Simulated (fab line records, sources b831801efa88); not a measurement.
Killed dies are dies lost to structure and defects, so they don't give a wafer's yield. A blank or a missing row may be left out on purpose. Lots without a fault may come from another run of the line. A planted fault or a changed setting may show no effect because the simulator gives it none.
Chamber matching | flow gf180mcu | GF_V5_CMP_26 on cmp-02: 4 sister chambers
The step polishes, stops on SiO2, t overpolish 15 s, target thk 0 nm. 16 wafers are shown with their chamber, then 8 later ones without.

WAFERS WITH THEIR CHAMBER
wafer  | chamber | motor_current_A (A) | time_to_endpoint_s (s) | overpolish_run_s (s)
L728.3 | 2       | 10.2                | 82                     | 15.004
L728.4 | 3       | 11.4                | 84                     | 15.000
L728.6 | 3       | 11.6                | 84                     | 14.997
L729.1 | 0       | 11.2                | 93                     | 14.998
L729.5 | 3       | 11.6                | 89                     | 14.994
L729.6 | 2       | 11.1                | 83                     | 15.004
L732.3 | 1       | 12.7                | 82                     | 15.001
L732.4 | 0       | 11.8                | 85                     | 14.994
L732.6 | 2       | 10.9                | 78                     | 14.998
L740.1 | 3       | 12.1                | 82                     | 14.991
L740.2 | 2       | 10.9                | 78                     | 15.013
L740.6 | 2       | 10.3                | 80                     | 15.002
L741.1 | 1       | 12.7                | 83                     | 14.990
L741.2 | 0       | 11.4                | 89                     | 14.990
L741.3 | 2       | 10.8                | 81                     | 15.005
L742.3 | 0       | 11.3                | 89                     | 15.002

SIGNATURES (means of the wafers above)
reading            | chamber 0 | chamber 1 | chamber 2 | chamber 3 | scatter within a chamber
motor_current_A    | 11.425    | 12.700    | 10.700    | 11.675    | 0.308
time_to_endpoint_s | 89.00     | 82.50     | 80.33     | 84.75     | 2.59
overpolish_run_s   | 14.99600  | 14.99550  | 15.00433  | 14.99550  | 0.00506
Rule: a wafer's distance from a chamber is the root of the sum, over the readings, of the square of ((its reading less the chamber's mean) divided by the reading's scatter). The wafer belongs to the nearest chamber; if the next one is less than 2 further off, it can't be placed. The scatter: the root of (the sum of the squares of (reading less its chamber's mean) over the shown wafers, divided by (wafers less chambers)).

WAFERS WITHOUT THEIR CHAMBER
wafer  | motor_current_A (A) | time_to_endpoint_s (s) | overpolish_run_s (s)
L742.4 | 10.7                | 77                     | 14.988
L742.6 | 12.2                | 80                     | 15.001
L744.2 | 12.5                | 79                     | 14.996
L744.3 | 11.7                | 83                     | 14.991
L744.6 | 12.2                | 80                     | 14.995
L750.1 | 12.1                | 87                     | 14.999
L750.3 | 10.8                | 82                     | 15.012
L750.5 | 11.9                | 85                     | 14.997

WHICH CHAMBER EACH WENT THROUGH
wafer  | from the rows above          | in truth
L742.4 | can't be placed: 2 or 3 or 0 | 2
L742.6 | can't be placed: 1 or 3      | 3
L744.2 | can't be placed: 1 or 3      | 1
L744.3 | can't be placed: 3 or 0      | 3
L744.6 | can't be placed: 1 or 3      | 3
L750.1 | can't be placed: 3 or 0 or 1 | 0
L750.3 | 2                            | 2
L750.5 | can't be placed: 3 or 0 or 1 | 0
Placed correctly: 1 of 8. Can't be placed from these rows: 7 (the true chamber is among the candidates in 7). Placed wrongly: 0.
